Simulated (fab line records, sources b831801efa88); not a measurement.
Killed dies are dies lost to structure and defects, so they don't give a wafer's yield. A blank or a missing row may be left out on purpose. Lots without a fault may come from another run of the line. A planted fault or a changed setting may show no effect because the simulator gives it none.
One fault seen from 2 desks | flow sky130 | each desk has only its own numbers; what lay behind them comes last

THE METROLOGY DESK
What the gauges read, lot by lot, whatever tool the lot ran on: means of the sampled wafers that have a number. A lot is out of limits, marked OUT, if its mean lies more than 4 standard deviations from the usual mean; the brackets give that distance.
Columns: A = CAP2M_TIN_THK at SKY_CAP2M_THK_MEAS_04, usual 202.3 nm
lot  | first seen here | A
L246 | day 39 00:09    | 204.1
L247 | day 39 20:27    | 204.7
L249 | day 40 06:07    | 199.6
L253 | day 42 00:32    | 203.0
L254 | day 42 00:40    | 203.5
L255 | day 42 09:11    | 202.8
L257 | day 42 14:29    | 202.3
L261 | day 45 00:44    | 200.3
L265 | day 45 02:23    | 203.6
L266 | day 45 19:04    | 200.9
L269 | day 46 00:55    | 207.9
L267 | day 46 01:55    | 202.1
This desk's finding: nothing out of limits on any of the 12 lots.

THE TOOL OWNER'S DESK: pvd_sputter-01
The tool's own readings at SKY_METAL4_SPUTTER_03 (material Ti, target thk 5 nm, time 3.3 s): means of the sampled wafers that have a number, for each lot that ran on this tool. A lot is out of limits, marked OUT, if its mean lies more than 4 standard deviations from the usual mean; the brackets give that distance.
Columns: A = cathode_dc_power_W at SKY_METAL4_SPUTTER_03, usual 3000.0 W; B = chamber_pressure_pa at SKY_METAL4_SPUTTER_03, usual 0.3999 Pa; C = throttle_valve_pct at SKY_METAL4_SPUTTER_03, usual 30.0 %
lot  | first seen here | A      | B                | C
L247 | day 39 20:04    | 3000.1 | 0.3996           | 29.5
L249 | day 40 05:44    | 3000.8 | 0.4006           | 29.8
L254 | day 42 00:14    | 3000.0 | 0.3497 (-64) OUT | 31.8
L255 | day 42 08:47    | 3000.0 | 0.3495 (-64) OUT | 31.1
L257 | day 42 14:05    | 3000.1 | 0.3513 (-62) OUT | 31.5
L267 | day 46 01:32    | 3000.2 | 0.4003           | 30.0
This desk's finding: out of limits on L254, L255, L257; first on L254, day 42 00:14 (chamber_pressure_pa at SKY_METAL4_SPUTTER_03). In limits: L247, L249, L267.

PUT TOGETHER
The tool owner's desk could have raised an alarm at day 42 00:14, on L254, L255, L257.
The metrology desk saw nothing out of limits.
The metrology desk has L254, L255, L257 on record, within its limits.
Of the lots named, all ran SKY_METAL4_SPUTTER_03 on pvd_sputter-01.

WHAT THE SIMULATOR HAD PUT IN
Process parameter drift: pvd_sputter-01, from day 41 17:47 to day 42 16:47, at SKY_METAL4_SPUTTER_03. Setting chamber_pressure_pa, moved by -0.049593, from 0.4. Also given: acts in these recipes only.
Lots struck among those shown: L254, L255, L257.
Hours from the fault's start to each desk's first reading out of limits: the tool owner's desk, 6.
